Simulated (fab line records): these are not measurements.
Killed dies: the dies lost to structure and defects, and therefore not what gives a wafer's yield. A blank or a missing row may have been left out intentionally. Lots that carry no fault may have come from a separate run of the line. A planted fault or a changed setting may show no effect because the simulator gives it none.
Comparing a struck lot with a sound one || flow sky130 || 22 steps out of a route of 708
Sound: wafers L147.2, L147.3, L147.6. Wafers struck: L161.3, L161.5, L161.6. The cause is named last.
Per side, at each step with rows, come the tool, then ch with its chambers, and then its first start. Under that, the readings that differ: sound wafers || struck wafers || difference of the means || sigmas: that difference in standard deviations of wafers without a fault.
alike: readings with means less than 2 such deviations apart, plus words and numbers identical on both sides. not compared: withheld readings, readings lacking a value on some wafer, bounds such as >300 that could conceal the same value, and numbers that have no deviation in the record and whose values overlap.
Wherever a step has rows on one side only, a row that says differs or no value, or a row with sigmas, the two part there. Numbers that have no deviation but don't overlap get no sigmas and don't part them. Lack of a reading on every wafer of one side parts them only where that side has two or more wafers.

SKY_POLY_GATE_THK_MEAS_21:
  sound on film_metro-04 at day 19 04:18; struck on film_metro-02 at day 26 13:40
  alike: POLY_GATE_OXIDATION_THK
SKY_POLY_GATE_CD_MEAS_22:
  sound on cd_sem-01 at day 19 04:23; struck on cd_sem-01 at day 26 13:46
  alike: cd_nm
then, 7 steps without rows for these wafers: SKY_LDD_N_DEHYDRATE_00 (time 60 s); SKY_LDD_N_HMDS_01 (prime time 60 s); SKY_LDD_N_COAT_02 (resist thk 300 nm); SKY_LDD_N_SOFTBAKE_03 (time 60 s); SKY_LDD_N_EXPOSE_04 (exposes mask NTM, target cd 840 nm); SKY_LDD_N_PEB_05; SKY_LDD_N_DEVELOP_06 (develop time 60 s).
SKY_LDD_N_OVL_MEAS_07:
  sound on overlay-02 at day 20 12:04; struck on overlay-01 at day 27 18:49
  alike: LDD_N_OVL
then, 2 steps without rows for these wafers: SKY_LDD_N_IMPLANT_08; SKY_LDD_N_IMPLANT_09.
SKY_LDD_N_IMPLANT_10:
  sound on implanter-04 ch 0, day 20 12:26; struck on implanter-02 ch 0, day 27 19:11
{"reading": "beam_on_s (s)", "sound": "9.96 9.89 10.03", "struck": "45.30 45.97 43.95", "difference": "+35.11", "sigmas": "+99 or more"}
{"reading": "dose_ions_cm2", "sound": "7.512e+13 7.509e+13 7.503e+13", "struck": "4.4213e+14 4.4234e+14 4.4222e+14", "difference": "+3.6715e+14", "sigmas": "+99 or more"}
{"reading": "faraday_current_uA", "sound": "424 429 422", "struck": "551 545 568", "difference": "+130", "sigmas": "+16"}
  alike: beam_energy_keV
then, 5 steps without rows for these wafers: SKY_LDD_N_IMPLANT_11; SKY_LDD_N_IMPLANT_12; SKY_LDD_N_IMPLANT_13; SKY_LDD_N_IMPLANT_14; SKY_LDD_N_IMPLANT_15.
SKY_LDD_N_STRIP_16: strips in O2/N2.
  sound on plasma_asher-02 ch 0,1, day 20 13:18; struck on plasma_asher-02 ch 0,1, day 27 20:04
{"reading": "strip_time_to_endpoint_s (s)", "sound": "4.318 4.347 4.315", "struck": "5.175 5.187 5.195", "difference": "+0.859", "sigmas": "+57"}
  alike: drypump_motor_current_A, oes_product_au
  not compared: rf_hours_counter_h
SKY_LDD_N_TW_MEAS_17:
  sound on film_metro-02 at day 20 13:25; struck on film_metro-01 at day 27 20:09
{"reading": "LDD_N_TW", "sound": "2621 2610 2621", "struck": "2840 2853 2847", "difference": "+229", "sigmas": "+7"}
then, 1 step without rows for these wafers: SKY_LDD_P_DEHYDRATE_00 (time 60 s).
-- record jumps: 25 days separate the struck wafers' starts on either side; left off in module LDD_P, taken up again in module PAD_OPEN, whose first shown step is the route's number 708 --
SKY_PAD_OPEN_PROBE_99:
  sound on prober-02 at day 48 11:39; struck on prober-01 at day 52 20:16
{"reading": "model.etest.tip_n.rs_ohm_sq", "sound": "448.4 448.6 447.8", "struck": "298.2 295 296.2", "difference": -151.8, "sigmas": ""}
{"reading": "model.etest.nfet_01v8.r_on_ohm_um", "sound": "841.4 828.5 822.6", "struck": "804 778.9 782.9", "difference": -42, "sigmas": ""}
{"reading": "model.etest.nfet_01v8_turned.drive_ua_um", "sound": "497.2 499.8 499.7", "struck": "525.8 546.9 538", "difference": "+38.0", "sigmas": ""}
{"reading": "model.etest.nfet_01v8_swapped.drive_ua_um", "sound": "492.4 503.3 501.4", "struck": "534.9 549.9 539.2", "difference": "+42.3", "sigmas": ""}
{"reading": "model.etest.nfet_01v8_lvt.drive_ua_um", "sound": "557.4 569.3 564.9", "struck": "600.4 616.4 607.9", "difference": "+44.4", "sigmas": ""}
{"reading": "model.etest.nfet_01v8.drive_ua_um", "sound": "492.9 499.2 502.3", "struck": "519.8 538.5 531", "difference": "+31.6", "sigmas": ""}
{"reading": "model.etest.sram_nfet_pass.drive_ua_um", "sound": "478.1 486.6 485.4", "struck": "511.4 523.8 521.4", "difference": "+35.5", "sigmas": ""}
  alike: killed_at_M0_to_M3, killed_at_M4_up, killed_at_contacts, killed_at_front_end, killed_at_other, killed_dies, killed_open, killed_short
  not compared: model.etest.tip_n.rs_ohm_sq_range

WHERE THEY PART
Earliest at SKY_LDD_N_IMPLANT_10; latest, in this record, at SKY_LDD_N_TW_MEAS_17. Later steps at which nothing parts them and some readings are alike: SKY_PAD_OPEN_PROBE_99.

WHY: what had been put in by the simulator
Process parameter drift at SKY_LDD_N_IMPLANT_10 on implanter-02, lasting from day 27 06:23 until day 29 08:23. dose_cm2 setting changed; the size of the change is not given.
